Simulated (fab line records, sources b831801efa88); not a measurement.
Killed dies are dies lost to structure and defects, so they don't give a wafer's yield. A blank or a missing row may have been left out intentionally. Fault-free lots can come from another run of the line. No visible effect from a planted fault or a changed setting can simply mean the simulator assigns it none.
What tool caused it? / flow sky130 / 10 lots with 30 wafers sampled at 4 steps, on a route of 708 steps

== WHAT THE GAUGES READ, wafer by wafer ==
SKY_SD_N_TW_MEAS_12. Usual: SD_N_TW 3970, standard deviation 29.
lot=L470; measured=day 28 20:52; on=film metro-02; SD_N_TW=3933 3931 3946; flag=
lot=L474; measured=day 30 03:04; on=film metro-03; SD_N_TW=4012 3993 4000; flag=
lot=L475; measured=day 31 08:20; on=film metro-04; SD_N_TW=3958 3971 3959; flag=
lot=L477; measured=day 31 15:24; on=film metro-02; SD_N_TW=3946 3953 3968; flag=
lot=L476; measured=day 31 18:19; on=film metro-02; SD_N_TW=3969 3931 3949; flag=
lot=L486; measured=day 34 01:01; on=film metro-02; SD_N_TW=3882 3841 3856; flag=OFF
lot=L487; measured=day 34 13:20; on=film metro-04; SD_N_TW=3889 3864 3885; flag=OFF
lot=L489; measured=day 34 23:37; on=film metro-03; SD_N_TW=3998 3984 3987; flag=
lot=L490; measured=day 35 09:07; on=film metro-04; SD_N_TW=3975 3978 3982; flag=
lot=L491; measured=day 35 13:26; on=film metro-04; SD_N_TW=3998 4000 3990; flag=

SKY_SD_N_RS_MEAS_16: uses a four-point probe to measure. Usual: SD_N_RS 68.62 ohm/sq, standard deviation 0.11.
lot=L470; measured=day 28 21:09; on=film metro-04; SD_N_RS (ohm/sq)=68.69 68.45 68.55; flag=
lot=L474; measured=day 30 03:22; on=film metro-02; SD_N_RS (ohm/sq)=68.48 68.61 68.68; flag=
lot=L475; measured=day 31 08:38; on=film metro-03; SD_N_RS (ohm/sq)=68.48 68.57 68.67; flag=
lot=L477; measured=day 31 15:41; on=film metro-04; SD_N_RS (ohm/sq)=68.63 68.66 68.69; flag=
lot=L476; measured=day 31 18:37; on=film metro-03; SD_N_RS (ohm/sq)=68.39 68.51 68.69; flag=
lot=L486; measured=day 34 01:19; on=film metro-04; SD_N_RS (ohm/sq)=75.57 75.47 75.31; flag=OFF
lot=L487; measured=day 34 13:40; on=film metro-02; SD_N_RS (ohm/sq)=75.34 75.32 75.25; flag=OFF
lot=L489; measured=day 34 23:58; on=film metro-03; SD_N_RS (ohm/sq)=68.66 68.48 68.55; flag=
lot=L490; measured=day 35 09:25; on=film metro-02; SD_N_RS (ohm/sq)=68.49 68.66 68.76; flag=
lot=L491; measured=day 35 13:44; on=film metro-03; SD_N_RS (ohm/sq)=68.63 68.59 68.53; flag=

== WHICH TOOL RAN EACH LOT (tool, then ch and the chambers of the sampled wafers, then the start) ==
lot=L470; SKY_SD_N_IMPLANT_09=implanter-04 ch 0, day 28 20:28; SKY_SD_N_STRIP_11=plasma asher-01 ch 0,1, day 28 20:46
lot=L474; SKY_SD_N_IMPLANT_09=implanter-01 ch 0, day 30 02:41; SKY_SD_N_STRIP_11=plasma asher-04 ch 0,1, day 30 02:59
lot=L475; SKY_SD_N_IMPLANT_09=implanter-04 ch 0, day 31 07:57; SKY_SD_N_STRIP_11=plasma asher-04 ch 0,1, day 31 08:13
lot=L477; SKY_SD_N_IMPLANT_09=implanter-01 ch 0, day 31 15:00; SKY_SD_N_STRIP_11=plasma asher-01 ch 0,1, day 31 15:18
lot=L476; SKY_SD_N_IMPLANT_09=implanter-03 ch 0, day 31 17:55; SKY_SD_N_STRIP_11=plasma asher-03 ch 0,1, day 31 18:13
lot=L486; SKY_SD_N_IMPLANT_09=implanter-01 ch 0, day 34 00:37; SKY_SD_N_STRIP_11=plasma asher-01 ch 0,1, day 34 00:55
lot=L487; SKY_SD_N_IMPLANT_09=implanter-01 ch 0, day 34 12:58; SKY_SD_N_STRIP_11=plasma asher-01 ch 0,1, day 34 13:16
lot=L489; SKY_SD_N_IMPLANT_09=implanter-03 ch 0, day 34 23:13; SKY_SD_N_STRIP_11=plasma asher-01 ch 0,1, day 34 23:31
lot=L490; SKY_SD_N_IMPLANT_09=implanter-03 ch 0, day 35 08:44; SKY_SD_N_STRIP_11=plasma asher-01 ch 0,1, day 35 09:01
lot=L491; SKY_SD_N_IMPLANT_09=implanter-04 ch 0, day 35 13:02; SKY_SD_N_STRIP_11=plasma asher-03 ch 0,1, day 35 13:20
- SKY_SD_N_IMPLANT_09
- SKY_SD_N_STRIP_11: strips in O2/N2.

== AS READ BY THE TOOLS THEMSELVES (means over the sampled wafers that have a number; for cases with no such wafer, the mark the record gives instead) ==
SKY_SD_N_IMPLANT_09. Usual: beam on s 15.5 s, standard deviation 1.3; dose ions cm2 4e+15, standard deviation 4.4e+12.
lot=L470; tool=implanter-04; beam on s (s)=13.5; dose ions cm2=4e+15; flag=
lot=L474; tool=implanter-01; beam on s (s)=16.1; dose ions cm2=4e+15; flag=
lot=L475; tool=implanter-04; beam on s (s)=13.7; dose ions cm2=4e+15; flag=
lot=L477; tool=implanter-01; beam on s (s)=16.3; dose ions cm2=4e+15; flag=
lot=L476; tool=implanter-03; beam on s (s)=16.6; dose ions cm2=4e+15; flag=
lot=L486; tool=implanter-01; beam on s (s)=9.8; dose ions cm2=2e+15; flag=OFF
lot=L487; tool=implanter-01; beam on s (s)=10.2; dose ions cm2=2e+15; flag=OFF
lot=L489; tool=implanter-03; beam on s (s)=16.2; dose ions cm2=4e+15; flag=
lot=L490; tool=implanter-03; beam on s (s)=16.3; dose ions cm2=4e+15; flag=
lot=L491; tool=implanter-04; beam on s (s)=13.8; dose ions cm2=4e+15; flag=

SKY_SD_N_STRIP_11. Usual: drypump motor current A 5.5 A, standard deviation 0.32; oes product au 0.527 a.u., standard deviation 0.0045; strip time to endpoint s 22.54 s, standard deviation 0.045.
lot=L470; tool=plasma asher-01; drypump motor current A (A)=5.4; oes product au (a.u.)=0.530; strip time to endpoint s (s)=22.62; flag=
lot=L474; tool=plasma asher-04; drypump motor current A (A)=5.7; oes product au (a.u.)=0.529; strip time to endpoint s (s)=22.54; flag=
lot=L475; tool=plasma asher-04; drypump motor current A (A)=5.6; oes product au (a.u.)=0.526; strip time to endpoint s (s)=22.49; flag=
lot=L477; tool=plasma asher-01; drypump motor current A (A)=5.6; oes product au (a.u.)=0.527; strip time to endpoint s (s)=22.54; flag=
lot=L476; tool=plasma asher-03; drypump motor current A (A)=5.4; oes product au (a.u.)=0.530; strip time to endpoint s (s)=22.60; flag=
lot=L486; tool=plasma asher-01; drypump motor current A (A)=5.6; oes product au (a.u.)=0.549; strip time to endpoint s (s)=20.58; flag=OFF
lot=L487; tool=plasma asher-01; drypump motor current A (A)=5.3; oes product au (a.u.)=0.554; strip time to endpoint s (s)=20.49; flag=OFF
lot=L489; tool=plasma asher-01; drypump motor current A (A)=5.6; oes product au (a.u.)=0.530; strip time to endpoint s (s)=22.51; flag=
lot=L490; tool=plasma asher-01; drypump motor current A (A)=5.4; oes product au (a.u.)=0.529; strip time to endpoint s (s)=22.56; flag=
lot=L491; tool=plasma asher-03; drypump motor current A (A)=5.4; oes product au (a.u.)=0.530; strip time to endpoint s (s)=22.56; flag=

== THE ANSWER, worked out from the rows above alone ==
Rule: take the mean of a lot's wafers that have a number; if it is more than 3 standard deviations from the usual mean, the lot is off. A lot without any number at a reading at which 4 lots or more have one is off too. Where the step has rows for the other lots, those lots are counted as sound. Order of review: gauges by route order, followed by the tools' own readings, for which a lot's mean as printed above is used. At the first step where some lot is off, the reading lying furthest off is the one used; lots without a number count as furthest.
Off: L486, L487, at SKY_SD_N_TW_MEAS_12 (SD_N_TW).
A tool fits if, at a process step before that reading, it ran every lot that is off, and no sound lot after the first of them. Not tried: the gauges at SKY_SD_N_TW_MEAS_12; whatever is off there is also off at SKY_SD_N_IMPLANT_09, on other tools, and gauge error can't account for it. One fits: SKY_SD_N_IMPLANT_09 on implanter-01. A fault onset in the window from L477 (day 31 15:00, its last sound lot) to L486 (day 34 00:37, its first lot off) fits.
The tool's own readings at SKY_SD_N_IMPLANT_09 bear it out: on the lots that are off they differ by more than 5 times the standard deviation of the sound lots' means. dose ions cm2 reads 2e+15 there against 4e+15 on the sound lots.

== WHAT WAS PUT IN BY THE SIMULATOR ==
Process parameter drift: implanter-01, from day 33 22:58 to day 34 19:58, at SKY_SD_N_IMPLANT_09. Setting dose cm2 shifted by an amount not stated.
Shown lots that were struck: L486, L487. The rule above reached the same finding.
